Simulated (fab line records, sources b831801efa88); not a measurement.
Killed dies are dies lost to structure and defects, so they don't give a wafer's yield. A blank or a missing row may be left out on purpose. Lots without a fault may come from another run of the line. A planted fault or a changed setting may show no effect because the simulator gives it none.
fab line records | flow sky130
record lots=12 wafers=36 last_day=50
route steps=708 shown GATE_OXIDE@194 LI_CONTACT@375 CONTACT@411 PAD_OPEN@708
lots that met no fault: from a run of the same line without faults
start_h: hours from the record's first day to the start of the lot's first wafer shown | wait_h: hours since the lot's step before | " the same as in the row above | L1.1+2: a row that stands for several wafers | - no value, or no start given | * or withheld: withheld | < > ~ a bound
route shown NAME@n: a module of which the file shows steps, and the number in the route of the first | usual: mean/standard deviation of fault-free wafers | same: alike in all rows | chamber/n: place in a boat | sites: the reading at each site | _std_site: their standard deviation | _edge_site: outer sites' mean less inner sites' | radius_mm: how far each site lies from the wafer's centre | mask NAME#n: copy n | behind: the tool/chamber that last shaped the wafer | hold: why the lot was held/for how many hours/how that ended | device: the transistor (n, p or np) that didn't switch | end of line: the same wafers' tests at the end of the route | a step without rows: its recipe alone | killed: dies lost to structure and defects at the first sort, not the wafer's yield | map: a wafer's dies, x killed, . not, _ none there
set.NAME: the setting as run; set.NAME@STEP: as run at that earlier step | model.NAME: the simulator's own value behind a step, which no gauge read
steps of the route over a sample of lots; a table a step, a row a wafer
services: from which hour (start_h, from the record's first day; less than 0 if before it) a tool's chamber was out of use, for how many hours, and why
## steps
# step SKY_GATE_OXIDE_EXPOSE_07
# recipe mask_id=LVOM na=0.6 source_shape=conventional sigma_outer=0.6 polarization=unpolarized target_cd_nm=600 dose_mj=170
# usual exposure_dose_mJ_cm2=170.00/0.17
# columns lot.wafer tool chamber start_h wait_h mask exposure_dose_mJ_cm2
L675.2 iline_stepper-02 0 291.25 - LVOM#0 170.04
L675.5 " 0 " " LVOM#0 169.91
L675.6 " 0 " " LVOM#0 170.23
L676.1 iline_stepper-02 0 296.36 - LVOM#0 170.14
L676.2 " 0 " " LVOM#0 170.27
L676.3 " 0 " " LVOM#0 170.14
L677.3 iline_stepper-01 0 303.72 - LVOM#0 169.96
L677.4 " 0 " " LVOM#0 169.87
L677.5 " 0 " " LVOM#0 169.87
L678.1 iline_stepper-01 0 311.39 - LVOM#0 170.09
L678.3 " 0 " " LVOM#0 169.80
L678.4 " 0 " " LVOM#0 170.24
L683.1 iline_stepper-02 0 376.41 - LVOM#0 169.86
L683.4 " 0 " " LVOM#0 169.94
L683.6 " 0 " " LVOM#0 169.91
L684.1 iline_stepper-02 0 381.91 - LVOM#0 170.38
L684.3 " 0 " " LVOM#0 170.17
L684.5 " 0 " " LVOM#0 170.05
L685.2 iline_stepper-01 0 382.21 - LVOM#0 169.64
L685.3 " 0 " " LVOM#0 170.02
L685.6 " 0 " " LVOM#0 169.63
L686.1 iline_stepper-02 0 384.19 - LVOM#0 169.80
L686.4 " 0 " " LVOM#0 169.87
L686.6 " 0 " " LVOM#0 169.91
L688.3 iline_stepper-02 0 403.56 - TUNM#0 169.77
L688.4 " 0 " " TUNM#0 170.16
L688.6 " 0 " " TUNM#0 170.46
L691.1 iline_stepper-01 0 426.07 - LVOM#0 170.09
L691.3 " 0 " " LVOM#0 170.01
L691.5 " 0 " " LVOM#0 170.36
L694.1 iline_stepper-02 0 457.33 - LVOM#0 169.90
L694.3 " 0 " " LVOM#0 169.85
L694.4 " 0 " " LVOM#0 169.98
L698.2 iline_stepper-01 0 490.12 - LVOM#0 169.88
L698.3 " 0 " " LVOM#0 170.16
L698.6 " 0 " " LVOM#0 169.92
# step SKY_GATE_OXIDE_OVL_MEAS_10
# usual GATE_OXIDE_OVL=-1.5/1.5
# columns lot.wafer tool chamber start_h wait_h GATE_OXIDE_OVL[nm]
L675.2 overlay-02 - 303.87 0.1 -0.6
L675.5 " - " " -1.2
L675.6 " - " " 2.0
L676.1 overlay-02 - 309.16 0.1 -1.7
L676.2 " - " " -1.3
L676.3 " - " " -1.9
L677.3 overlay-01 - 315.92 0.1 -1.5
L677.4 " - " " -2.2
L677.5 " - " " -3.6
L678.1 overlay-02 - 323.81 0.1 -0.9
L678.3 " - " " -0.9
L678.4 " - " " -2.6
L683.1 overlay-01 - 391.11 0.1 -1.7
L683.4 " - " " -2.9
L683.6 " - " " -4.5
L684.1 overlay-02 - 396.86 0.1 -1.3
L684.3 " - " " -2.6
L684.5 " - " " -3.6
L685.2 overlay-02 - 397.16 0.1 2.5
L685.3 " - " " 1.4
L685.6 " - " " -0.1
L686.1 overlay-01 - 398.46 0.1 -2.8
L686.4 " - " " 1.0
L686.6 " - " " -0.6
L688.3 overlay-01 - 418.22 0.1 -
L688.4 " - " " -
L688.6 " - " " -
L691.1 overlay-01 - 440.35 0.1 -2.1
L691.3 " - " " -1.1
L691.5 " - " " -2.9
L694.1 overlay-01 - 471.81 0.1 -3.8
L694.3 " - " " -2.6
L694.4 " - " " -2.5
L698.2 overlay-02 - 504.76 0.1 -0.5
L698.3 " - " " -0.4
L698.6 " - " " -0.8
# step SKY_GATE_OXIDE_TW_MEAS_14
# usual GATE_OXIDE_TW=224.0/1.6
# columns lot.wafer tool chamber start_h wait_h hold GATE_OXIDE_TW
L675.2 film_metro-01 - 304.27 0.1 - 223.0
L675.5 " - " " - 223.0
L675.6 " - " " - 224.3
L676.1 film_metro-01 - 309.55 0.1 - 222.8
L676.2 " - " " - 223.1
L676.3 " - " " - 223.8
L677.3 film_metro-02 - 316.31 0.1 - 225.3
L677.4 " - " " - 225.1
L677.5 " - " " - 224.9
L678.1 film_metro-04 - 324.21 0.1 - 222.4
L678.3 " - " " - 221.6
L678.4 " - " " - 221.0
L683.1 film_metro-02 - 391.50 0.1 - 228.1
L683.4 " - " " - 227.9
L683.6 " - " " - 226.7
L684.1 film_metro-02 - 397.25 0.1 - 225.6
L684.3 " - " " - 225.6
L684.5 " - " " - 226.9
L685.2 film_metro-01 - 397.56 0.1 - 222.3
L685.3 " - " " - 222.7
L685.6 " - " " - 223.2
L686.1 film_metro-01 - 398.85 0.1 - 223.5
L686.4 " - " " - 224.0
L686.6 " - " " - 222.2
L688.3 film_metro-01 - 418.62 0.1 await_dispo/0.2h/release 29.9
L688.4 " - " " await_dispo/0.2h/release 29.6
L688.6 " - " " await_dispo/0.2h/release 29.8
L688.3 film_metro-01 - 418.84 0.2 - 29.8
L688.4 " - " " - 29.6
L688.6 " - " " - 29.7
L691.1 film_metro-02 - 440.74 0.1 - 223.7
L691.3 " - " " - 223.6
L691.5 " - " " - 224.7
L694.1 film_metro-04 - 472.20 0.1 - 222.6
L694.3 " - " " - 223.4
L694.4 " - " " - 221.4
L698.2 film_metro-02 - 505.15 0.1 - 223.1
L698.3 " - " " - 226.3
L698.6 " - " " - 225.3
# step SKY_LI_CONTACT_OVL_MEAS_13
# usual LI_CONTACT_OVL=-3/6
# columns lot.wafer tool chamber start_h wait_h LI_CONTACT_OVL[nm]
L675.2 overlay-01 - 666.79 0.1 2
L675.5 " - " " -1
L675.6 " - " " -1
L676.1 overlay-02 - 672.48 0.1 -5
L676.2 " - " " -3
L676.3 " - " " 0
L677.3 overlay-01 - 683.99 0.1 -1
L677.4 " - " " 4
L677.5 " - " " 4
L678.1 overlay-02 - 691.53 0.1 0
L678.3 " - " " -2
L678.4 " - " " 8
L683.1 overlay-02 - 755.83 0.1 0
L683.4 " - " " 5
L683.6 " - " " 4
L686.1 overlay-02 - 763.67 0.1 5
L686.4 " - " " 0
L686.6 " - " " 0
L685.2 overlay-02 - 770.43 0.1 -9
L685.3 " - " " -7
L685.6 " - " " -8
L684.1 overlay-02 - 772.03 0.1 -13
L684.3 " - " " -9
L684.5 " - " " -16
L691.1 overlay-02 - 803.07 0.1 -9
L691.3 " - " " -12
L691.5 " - " " -19
L694.1 overlay-02 - 827.37 0.1 -7
L694.3 " - " " -4
L694.4 " - " " -7
L698.2 overlay-02 - 855.09 0.1 5
L698.3 " - " " 2
L698.6 " - " " 12
# step SKY_LI_CONTACT_THK_MEAS_23
# recipe thk_meas_gauge=xrf reads=W_of_LI_CONTACT_CVD_21
# usual LI_CONTACT_W_THK=399/7.9
# columns lot.wafer tool chamber start_h wait_h LI_CONTACT_W_THK[nm]
L675.2 film_metro-01 - 667.63 0.1 409
L675.5 " - " " 404
L675.6 " - " " 407
L676.1 film_metro-03 - 673.34 0.1 407
L676.2 " - " " 406
L676.3 " - " " 399
L677.3 film_metro-03 - 684.84 0.1 410
L677.4 " - " " 411
L677.5 " - " " 412
L678.1 film_metro-02 - 692.40 0.1 391
L678.3 " - " " 388
L678.4 " - " " 386
L683.1 film_metro-02 - 756.68 0.1 400
L683.4 " - " " 398
L683.6 " - " " 402
L686.1 film_metro-02 - 764.53 0.1 390
L686.4 " - " " 390
L686.6 " - " " 397
L685.2 film_metro-02 - 771.28 0.1 397
L685.3 " - " " 395
L685.6 " - " " 390
L684.1 film_metro-03 - 772.88 0.1 393
L684.3 " - " " 400
L684.5 " - " " 401
L691.1 film_metro-02 - 803.91 0.1 392
L691.3 " - " " 389
L691.5 " - " " 392
L694.1 film_metro-03 - 828.21 0.1 404
L694.3 " - " " 405
L694.4 " - " " 400
L698.2 film_metro-03 - 856.07 0.1 390
L698.3 " - " " 399
L698.6 " - " " 394
# step SKY_CONTACT_BOW_MEAS_05
# recipe mode=bow
# usual CONTACT_BOW=82/7.3
# columns lot.wafer tool chamber start_h wait_h CONTACT_BOW[um]
L675.2 film_metro-04 - 698.04 0.2 82
L675.5 " - " " 91
L675.6 " - " " 89
L676.1 film_metro-04 - 703.69 0.1 84
L676.2 " - " " 90
L676.3 " - " " 88
L677.3 film_metro-03 - 714.72 0.2 70
L677.4 " - " " 74
L677.5 " - " " 99
L678.1 film_metro-04 - 722.13 0.2 73
L678.3 " - " " 77
L678.4 " - " " 85
L683.1 film_metro-03 - 786.39 0.1 72
L683.4 " - " " 86
L683.6 " - " " 90
L686.1 film_metro-01 - 793.60 0.1 74
L686.4 " - " " 72
L686.6 " - " " 68
L685.2 film_metro-04 - 800.38 0.2 87
L685.3 " - " " 87
L685.6 " - " " 93
L684.1 film_metro-01 - 801.99 0.1 90
L684.3 " - " " 76
L684.5 " - " " 81
L691.1 film_metro-04 - 832.24 0.2 70
L691.3 " - " " 87
L691.5 " - " " 73
L694.1 film_metro-04 - 857.00 0.2 74
L694.3 " - " " 73
L694.4 " - " " 77
L698.2 film_metro-03 - 883.85 0.1 79
L698.3 " - " " 89
L698.6 " - " " 75
# step SKY_PAD_OPEN_PROBE_99
# usual defect_limited_yield=82.5/1.8 killed_at_M0_to_M3=42/6.6 killed_at_M4_up=3.0/1.8 killed_at_contacts=25/5.1 killed_at_front_end=15/4.4 killed_at_other=0.3/0.56 killed_dies=86/8.6 killed_open=47/6.9 killed_short=38/6 sort_bin_3_pad_short=0.8/0.42 sort_bin_5_function=10.6/1.5 sort_bin_6_memory=6.1/1.1 sort_n_pass=406/8.6 sort_yield_pct=82.5/1.8
# same gross_dies=492 killed_at_back_side=0 sort_bin_4_leakage[%]=0 sort_bin_8_speed[%]=0
# columns lot.wafer tool chamber start_h wait_h defect_limited_yield[%] killed_at_M0_to_M3 killed_at_M4_up killed_at_contacts killed_at_front_end killed_at_other killed_dies killed_open killed_short sort_bin_3_pad_short[%] sort_bin_5_function[%] sort_bin_6_memory[%] sort_n_pass sort_yield_pct[%]
L678.1 prober-02 - 1087.36 0.1 82.7 37 3 25 20 0 85 44 41 0.6 11.2 5.5 407 82.7
L678.3 prober-02 - 1087.46 0.2 80.7 34 2 45 14 0 95 61 34 0.4 11.2 7.7 397 80.7
L678.4 prober-02 - 1087.51 0.2 82.5 45 3 31 7 0 86 41 45 0.4 11.4 5.7 406 82.5
L686.1 prober-02 - 1143.53 0.1 82.9 34 4 23 23 0 84 34 49 1.2 10.0 5.9 408 82.9
L686.4 prober-02 - 1143.68 0.2 82.3 50 1 25 11 0 87 45 41 0.8 8.5 8.3 405 82.3
L686.6 prober-02 - 1143.78 0.2 82.7 44 6 24 11 0 85 40 45 0.8 11.2 5.3 407 82.7
# killed by level:class
L678.1 VIA1:geometric_particle:open=11 CONTACT:geometric_particle:open=10 FIELD_ISO:geometric_particle:short=7 POLY_GATE:geometric_particle:short=6 VIA2:geometric_particle:open=6 LI_CONTACT:geometric_particle:open=5 LOCAL_INTERCONNECT:geometric_particle:short=5 METAL2:geometric_particle:short=5
L678.3 CONTACT:geometric_particle:open=18 LI_CONTACT:geometric_particle:open=16 VIA2:geometric_particle:open=7 METAL1:geometric_particle:short=5 POLY_GATE:geometric_particle:open=4 POLY_GATE:geometric_particle:short=4 LOCAL_INTERCONNECT:geometric_particle:open=3 SPACER:geometric_particle:open=3
L678.4 VIA1:geometric_particle:open=11 CONTACT:geometric_particle:open=10 VIA1:geometric_particle:short=8 METAL2:geometric_particle:short=7 LI_CONTACT:geometric_particle:open=6 CONTACT:geometric_particle:short=6 METAL1:geometric_particle:short=5 LI_CONTACT:geometric_particle:short=4
L686.1 FIELD_ISO:geometric_particle:short=9 VIA1:geometric_particle:open=9 POLY_GATE:geometric_particle:short=8 CONTACT:geometric_particle:short=8 LI_CONTACT:geometric_particle:open=5 VIA3:geometric_particle:open=5 CONTACT:geometric_particle:open=5 METAL2:geometric_particle:short=5
L686.4 VIA1:geometric_particle:open=10 LI_CONTACT:geometric_particle:open=8 VIA3:geometric_particle:open=8 METAL2:geometric_particle:short=7 LOCAL_INTERCONNECT:geometric_particle:short=6 CONTACT:geometric_particle:open=6 VIA2:geometric_particle:open=6 VIA1:geometric_particle:short=6
L686.6 VIA2:geometric_particle:open=9 VIA1:geometric_particle:open=8 LI_CONTACT:geometric_particle:open=6 CONTACT:geometric_particle:open=6 VIA2:geometric_particle:short=6 CONTACT:geometric_particle:short=5 VIA3:geometric_particle:short=5 VIA1:geometric_particle:short=4
## services
# columns tool chamber start_h hours kind
iline_stepper-02 - 274.07 8.9 pm
iline_stepper-01 - 282.96 1.7 pm
iline_stepper-02 - 307.21 6.1 repair
iline_stepper-01 - 312.68 1.4 repair
iline_stepper-01 0 344.98 - calibration
iline_stepper-02 - 355.13 1.7 pm
iline_stepper-02 0 356.92 - calibration
iline_stepper-01 - 397.06 7.1 repair
iline_stepper-02 - 424.28 2.1 pm
iline_stepper-02 - 426.37 - consumable_replace:lamp
iline_stepper-02 - 427.12 10.6 repair
iline_stepper-02 - 439.63 12.1 repair
iline_stepper-02 - 480.42 8.8 repair
## key
first_sign step=SKY_GATE_OXIDE_EXPOSE_07 reading=mask direction=changed
effect step=SKY_GATE_OXIDE_OVL_MEAS_10 reading=GATE_OXIDE_OVL direction=missing
effect step=SKY_GATE_OXIDE_TW_MEAS_14 reading=visit direction=added
effect step=SKY_GATE_OXIDE_TW_MEAS_14 reading=GATE_OXIDE_TW direction=down sigmas=99+ usual=224.0 struck=29.8
met_at SKY_GATE_OXIDE_EXPOSE_07
struck_lots L688
scrapped_behind SKY_GATE_OXIDE_TW_MEAS_14 L688.3,L688.4,L688.6
not_acting_at SKY_LI_CONTACT_OVL_MEAS_13,SKY_LI_CONTACT_THK_MEAS_23,SKY_CONTACT_BOW_MEAS_05
onset_between 384.19 403.56
fault kind=wrong_mask tool=any chamber=- onset_h=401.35 steps=SKY_GATE_OXIDE_EXPOSE_07 aux_copy=TUNM#0 scope=struck_lots_only
